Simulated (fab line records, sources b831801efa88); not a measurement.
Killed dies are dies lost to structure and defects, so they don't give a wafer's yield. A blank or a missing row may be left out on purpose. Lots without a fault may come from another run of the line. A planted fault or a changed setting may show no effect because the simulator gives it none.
Which tool did it? | flow gf180mcu | 14 lots, 42 wafers sampled, at 4 steps of a route of 602

WHAT THE GAUGES READ, wafer by wafer
GF_V5_THK_MEAS_25: measures by xrf. Usual: V5_W_THK 347 nm, standard deviation 4.5.
lot  | measured     | on            | V5_W_THK (nm) | flag
L922 | day 28 05:29 | film_metro-02 | 349 343 347   |
L924 | day 28 12:20 | film_metro-04 | 346 346 351   |
L927 | day 29 00:32 | film_metro-01 | 353 352 346   |
L926 | day 29 02:57 | film_metro-01 | 349 346 349   |
L928 | day 29 19:23 | film_metro-04 | 343 342 339   |
L930 | day 29 23:17 | film_metro-01 | 346 345 346   |
L931 | day 30 01:19 | film_metro-02 | 344 347 343   |
L932 | day 30 08:20 | film_metro-04 | 357 356 355   |
L933 | day 30 18:34 | film_metro-02 | 353 346 349   |
L934 | day 30 23:38 | film_metro-02 | 346 347 342   |
L935 | day 31 08:41 | film_metro-02 | 339 336 342   |
L936 | day 31 15:14 | film_metro-01 | 349 348 348   |
L937 | day 31 21:04 | film_metro-02 | 346 348 349   |
L943 | day 33 08:40 | film_metro-01 | 342 348 346   |

WHICH TOOL RAN EACH LOT (tool, then ch and the chambers of the sampled wafers, then the start)
lot  | GF_SALICIDE_SPUTTER_02       | GF_V5_CVD_02                    | GF_V5_STRIP_18
L922 | pvd_sputter-01, day 16 03:07 | pecvd-02 ch 0,2, day 27 07:30   | plasma_asher-04 ch 0,1, day 28 04:35
L924 | pvd_sputter-04, day 16 12:22 | pecvd-03 ch 0,2, day 27 14:25   | plasma_asher-03 ch 0,1, day 28 11:17
L927 | pvd_sputter-04, day 17 01:48 | pecvd-02 ch 0,1,2, day 28 03:07 | plasma_asher-01 ch 0,1, day 28 23:39
L926 | pvd_sputter-03, day 17 02:27 | pecvd-02 ch 0,1,2, day 28 05:57 | plasma_asher-04 ch 0,1, day 29 02:05
L928 | pvd_sputter-03, day 17 22:09 | pecvd-03 ch 0,1,2, day 28 21:58 | plasma_asher-04 ch 0,1, day 29 18:25
L930 | pvd_sputter-03, day 18 03:36 | pecvd-02 ch 1,2, day 29 02:08   | plasma_asher-04 ch 0,1, day 29 22:23
L931 | pvd_sputter-04, day 18 09:35 | pecvd-03 ch 0,1,2, day 29 05:22 | plasma_asher-04 ch 0,1, day 30 00:26
L932 | pvd_sputter-03, day 18 17:39 | pecvd-04 ch 0,1,2, day 29 11:08 | plasma_asher-03 ch 0,1, day 30 07:27
L933 | pvd_sputter-04, day 19 05:57 | pecvd-03 ch 0,1, day 29 22:56   | plasma_asher-01 ch 0,1, day 30 17:42
L934 | pvd_sputter-01, day 19 15:15 | pecvd-03 ch 0,1,2, day 30 04:01 | plasma_asher-04 ch 0,1, day 30 22:40
L935 | pvd_sputter-03, day 20 01:46 | pecvd-02 ch 0,2, day 30 13:16   | plasma_asher-03 ch 0,1, day 31 07:49
L936 | pvd_sputter-03, day 20 08:00 | pecvd-02 ch 0,1,2, day 30 19:55 | plasma_asher-04 ch 1, day 31 14:20
L937 | pvd_sputter-03, day 20 17:29 | pecvd-04 ch 0,1, day 31 01:50   | plasma_asher-03 ch 0,1, day 31 20:10
L943 | pvd_sputter-04, day 22 18:57 | pecvd-04 ch 1,2, day 32 14:57   | plasma_asher-01 ch 0,1, day 33 07:42
- GF_SALICIDE_SPUTTER_02: material Co, target thk 10 nm, time 20 s.
- GF_V5_CVD_02: deposits SiO2 from TEOS, target thk 1450 nm, time 163.28 s.
- GF_V5_STRIP_18: strips in O2/N2.

WHAT THE TOOLS THEMSELVES READ (means of the sampled wafers that have a number; where no wafer has one, the mark that the record gives instead)
GF_SALICIDE_SPUTTER_02. Usual: cathode_dc_power_W 1000.0 W, standard deviation 0.18; throttle_valve_pct 29.8 %, standard deviation 1.3.
lot  | tool           | cathode_dc_power_W (W) | throttle_valve_pct (%) | flag
L922 | pvd_sputter-01 | 1000.0                 | 28.5                   |
L924 | pvd_sputter-04 | 1000.0                 | 30.4                   |
L927 | pvd_sputter-04 | 999.8                  | 30.5                   |
L926 | pvd_sputter-03 | 999.9                  | 29.3                   |
L928 | pvd_sputter-03 | 999.9                  | 30.2                   |
L930 | pvd_sputter-03 | 1000.1                 | 28.4                   |
L931 | pvd_sputter-04 | 1000.1                 | 30.2                   |
L932 | pvd_sputter-03 | 1000.1                 | 29.5                   |
L933 | pvd_sputter-04 | 1000.1                 | 30.7                   |
L934 | pvd_sputter-01 | 1000.0                 | 29.1                   |
L935 | pvd_sputter-03 | 1000.0                 | 28.4                   |
L936 | pvd_sputter-03 | 1000.0                 | 29.3                   |
L937 | pvd_sputter-03 | 1000.0                 | 29.6                   |
L943 | pvd_sputter-04 | 1000.1                 | 31.2                   |

GF_V5_CVD_02. Usual: heater_power_outer_w 366 W, standard deviation 88; heater_power_w 650 W, standard deviation 140; susceptor_temp_C 400.01 C, standard deviation 0.22.
lot  | tool     | heater_power_outer_w (W) | heater_power_w (W) | susceptor_temp_C (C) | flag
L922 | pecvd-02 | 472                      | 840                | 399.86               |
L924 | pecvd-03 | 382                      | 614                | 400.34               |
L927 | pecvd-02 | 443                      | 788                | 399.95               |
L926 | pecvd-02 | 445                      | 813                | 400.19               |
L928 | pecvd-03 | 376                      | 654                | 400.27               |
L930 | pecvd-02 | 364                      | 673                | 399.90               |
L931 | pecvd-03 | 348                      | 613                | 400.07               |
L932 | pecvd-04 | 306                      | 518                | 399.81               |
L933 | pecvd-03 | 342                      | 665                | 400.17               |
L934 | pecvd-03 | 352                      | 624                | 400.20               |
L935 | pecvd-02 | 428                      | 805                | 400.15               |
L936 | pecvd-02 | 404                      | 750                | 399.93               |
L937 | pecvd-04 | 311                      | 523                | 399.92               |
L943 | pecvd-04 | 305                      | 555                | 400.02               |

GF_V5_STRIP_18. Usual: drypump_motor_current_A 5.6 A, standard deviation 0.37; heater_power_w 348 W, standard deviation 19; oes_product_au 0.570 a.u., standard deviation 0.0051.
lot  | tool            | drypump_motor_current_A (A) | heater_power_w (W) | oes_product_au (a.u.) | flag
L922 | plasma_asher-04 | 5.6                         | 348                | 0.568                 |
L924 | plasma_asher-03 | 6.0                         | 333                | 0.575                 |
L927 | plasma_asher-01 | 5.3                         | 343                | 0.569                 |
L926 | plasma_asher-04 | 5.6                         | 358                | 0.570                 |
L928 | plasma_asher-04 | 5.7                         | 359                | 0.573                 |
L930 | plasma_asher-04 | 5.6                         | 347                | 0.570                 |
L931 | plasma_asher-04 | 5.6                         | 350                | 0.568                 |
L932 | plasma_asher-03 | 6.0                         | 335                | 0.566                 |
L933 | plasma_asher-01 | 5.5                         | 350                | 0.577                 |
L934 | plasma_asher-04 | 5.6                         | 345                | 0.569                 |
L935 | plasma_asher-03 | 5.6                         | 342                | 0.571                 |
L936 | plasma_asher-04 | 5.7                         | 369                | 0.567                 |
L937 | plasma_asher-03 | 5.6                         | 342                | 0.569                 |
L943 | plasma_asher-01 | 5.3                         | 346                | 0.569                 |

THE ANSWER, worked out from the rows above alone
Rule: a lot is off if the mean of its wafers that have a number lies more than 3 standard deviations from the usual mean. A lot without any number at a reading at which 4 lots or more have one is off too. The other lots that the step has rows for count as sound. The gauges are gone through in route order, then the tools' own readings, and for those a lot's mean is taken as printed above. The first step at which some lot is off is used, and at that step the reading that is off furthest; a lot without a number counts as furthest.
No lot is off at any reading shown: from this, nothing can be told.

WHAT THE SIMULATOR HAD PUT IN
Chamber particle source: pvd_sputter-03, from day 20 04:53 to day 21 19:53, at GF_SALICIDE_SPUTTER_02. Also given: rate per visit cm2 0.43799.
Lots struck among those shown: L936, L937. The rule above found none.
